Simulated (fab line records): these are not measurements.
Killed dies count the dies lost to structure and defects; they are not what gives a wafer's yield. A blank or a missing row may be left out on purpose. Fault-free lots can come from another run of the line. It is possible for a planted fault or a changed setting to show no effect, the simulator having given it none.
Lot-split experiment | flow sfq-line | 5 lots, 23 wafers read, on a route of 325 steps

THE SPLIT
At SFQ_TRILAYER_M1_LITHO_COAT_039 (resist thk 600 nm), the setting resist-thk-nm was moved away from the recipe's 600 nm on 10 of the 23 wafers read, by -5.8% to +2.6%. For the rest of the wafers, this setting stayed at what the recipe calls for.

FROM THE SPLIT TO THE READING: what the file shows between them, 4 steps
- SFQ_TRILAYER_M1_LITHO_SOFTBAKE_043
- SFQ_TRILAYER_M1_LITHO_EXPOSE_040: exposes mask M1, target cd 500 nm
- SFQ_TRILAYER_M1_LITHO_DEVELOP_041: time 60 s
- SFQ_TRILAYER_M1_BARC_OPEN_METAL_ETCH_054: etches BARC in O2, target depth 125 nm, time 41.7 s

THE READING
KrF_of_TRILAYER_M1_LITHO_COAT_039.thk-nm (the simulator's own value, which no gauge read), in nm, at SFQ_TRILAYER_M1_ETCH_METAL_ETCH_042 (etches Nb in Cl2/Ar, stops on SiO2, target depth 240 nm, time 120 s). No usual value for it is given in the file. Across the 13 wafers here that went through the recipe, the average is 379.6 nm and the standard deviation 3.4 nm.

wafer  | tool, chamber at the split | resist-thk-nm as run, nm | against the recipe | KrF_of_TRILAYER_M1_LITHO_COAT_039.thk-nm, nm | against lot-mates on the recipe
L074.1 | litho-track-04, 0          | 600                      | recipe             | 380.6                                        | -
L074.2 | litho-track-04, 0          | 600                      | recipe             | 383.7                                        | -
L074.5 | litho-track-04, 0          | 600                      | recipe             | 381.3                                        | -
L075.1 | litho-track-02, 0          | 600                      | recipe             | 372.8                                        | -
L075.2 | litho-track-02, 0          | 612.8                    | +2.1%              | 389.7                                        | +15.4
L075.3 | litho-track-02, 0          | 612.8                    | +2.1%              | 388.4                                        | +14.1
L075.5 | litho-track-02, 0          | 612.8                    | +2.1%              | 387.4                                        | +13.1
L075.6 | litho-track-02, 0          | 600                      | recipe             | 375.7                                        | -
L079.1 | litho-track-04, 0          | 588.2                    | -2.0%              | 373.8                                        | -10.7
L079.3 | litho-track-04, 0          | 600                      | recipe             | 385.4                                        | -
L079.4 | litho-track-04, 0          | 588.2                    | -2.0%              | 370.3                                        | -14.2
L079.5 | litho-track-04, 0          | 588.2                    | -2.0%              | 374.3                                        | -10.2
L079.6 | litho-track-04, 0          | 600                      | recipe             | 383.7                                        | -
L080.1 | litho-track-03, 0          | 600                      | recipe             | 381.7                                        | -
L080.2 | litho-track-03, 0          | 600                      | recipe             | 377.6                                        | -
L080.3 | litho-track-03, 0          | 600                      | recipe             | 378.7                                        | -
L080.4 | litho-track-03, 0          | 565.1                    | -5.8%              | 344.6                                        | -34.7
L080.5 | litho-track-03, 0          | 565.1                    | -5.8%              | 346.5                                        | -32.8
L082.1 | litho-track-04, 0          | 615.8                    | +2.6%              | 391.9                                        | +13.9
L082.2 | litho-track-04, 0          | 600                      | recipe             | 378.7                                        | -
L082.3 | litho-track-04, 0          | 600                      | recipe             | 377.9                                        | -
L082.4 | litho-track-04, 0          | 600                      | recipe             | 377.5                                        | -
L082.6 | litho-track-04, 0          | 615.8                    | +2.6%              | 394.8                                        | +16.8

THE FIT
A straight line over all 23 wafers: KrF_of_TRILAYER_M1_LITHO_COAT_039.thk-nm changes by +5.29 nm for each +1% of resist-thk-nm; r = +0.96; the points scatter about the line by 3.4 nm.
The same after taking each lot's own level away (the mean of its wafers on the recipe; 23 wafers): +5.95 nm for each +1%; r = +0.99; scatter 1.5 nm.
The reading moves by 35 nm for the largest change in resist-thk-nm, on that fit.
Across the lots, their own levels run from 374.25 to 384.55 nm, a range of 3.0 times the standard deviation given above.
Hence the slope depends on the lot-to-lot level, as the two fits are not the same.
Check: for one of the wafers moved furthest among these (-5.8%), held out of the fit, the line's prediction against its lot-mates is -34.2 nm. It came out at -34.7 nm against them.

ADDITIONAL SPLITS CARRIED BY THESE WAFERS
Other splits were also applied to these wafers ahead of the reading. Each is held against what the fit with the lots' levels taken away leaves over:
other split on the same wafers                 | wafers away from the commonest value | r with KrF_of_TRILAYER_M1_LITHO_COAT_039.thk-nm (lot level and that fit taken away)
SFQ_TRILAYER_L0_LITHO_COAT_005 resist-thk-nm   | 10                                   | -0.09
SFQ_TRILAYER_L0_VIA_LITHO_PEB_016 peb-temp-c   | 10                                   | +0.01
SFQ_TRILAYER_M0_DEP_SPUTTER_019 time-s         | 9                                    | -0.10
SFQ_TRILAYER_I0_CMP_CMP_028 leave-above-ref-nm | 4                                    | +0.15

THE WHOLE CHAIN: every reading that the file lists as answering this split, in the file's order
step                                     | what it does                                                        | reading                                                                                   | change (the file's fit)              | r (the file's)
SFQ_TRILAYER_M1_LITHO_COAT_039           | resist thk 600 nm                                                   | KrF_of_TRILAYER_M1_LITHO_COAT_039.thk-nm (the simulator's own value, which no gauge read) | +6.2 nm for each +1% of the setting  | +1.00
SFQ_TRILAYER_M1_BARC_OPEN_METAL_ETCH_054 | etches BARC in O2, target depth 125 nm, time 41.7 s                 | KrF_of_TRILAYER_M1_LITHO_COAT_039.thk-nm (the simulator's own value, which no gauge read) | +6.12 nm for each +1% of the setting | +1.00
SFQ_TRILAYER_M1_ETCH_METAL_ETCH_042      | etches Nb in Cl2/Ar, stops on SiO2, target depth 240 nm, time 120 s | KrF_of_TRILAYER_M1_LITHO_COAT_039.thk-nm (the simulator's own value, which no gauge read) | +5.9 nm for each +1% of the setting  | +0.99

FILE'S OWN FIT
KrF_of_TRILAYER_M1_LITHO_COAT_039.thk-nm changes by +5.9 nm for each +1% of resist-thk-nm, r = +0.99.
